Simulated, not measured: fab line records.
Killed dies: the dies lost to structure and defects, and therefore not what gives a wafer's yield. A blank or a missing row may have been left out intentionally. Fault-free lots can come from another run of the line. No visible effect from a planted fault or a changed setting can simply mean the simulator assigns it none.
Chamber matching | flow sky130 | SKY_FIELD_ISO_ETCH_17 on rie-si-02 has 3 sister chambers
The step etches Si in HBr/Cl2/O2, target depth 342 nm, time 97.7 s. 3 wafers are shown with their chamber, then 3 later ones without.

EACH WAFER AND ITS CHAMBER
wafer  | chamber | drypump-motor-current-A (A)
L889.5 | 1       | 5.9
L898.1 | 2       | 4.9
L898.3 | 0       | 5.4

WAFERS MISSING THEIR CHAMBER
wafer  | drypump-motor-current-A (A)
L901.3 | 5.8
L901.4 | 4.9
L903.1 | 4.9

WHICH CHAMBER EACH WENT THROUGH
wafer  | from the rows above | in truth
L901.3 | 1                   | 1
L901.4 | 2                   | 2
L903.1 | 2                   | 2
Placed correctly: 3 of 3. Can't be placed from these rows: 0. Wrongly placed: 0.
How it was worked out, from the rows above alone: a wafer's distance from a chamber is the root of the sum, over the readings, of the square of ((its reading less the chamber's mean) divided by the reading's scatter). The wafer belongs to the nearest chamber; if the next one is less than 2 further off, it can't be placed. A chamber's mean is the mean of its shown wafers. The scatter: with one shown wafer a chamber, the root of the mean of the squares of how far each hidden wafer lies from its nearest shown one.
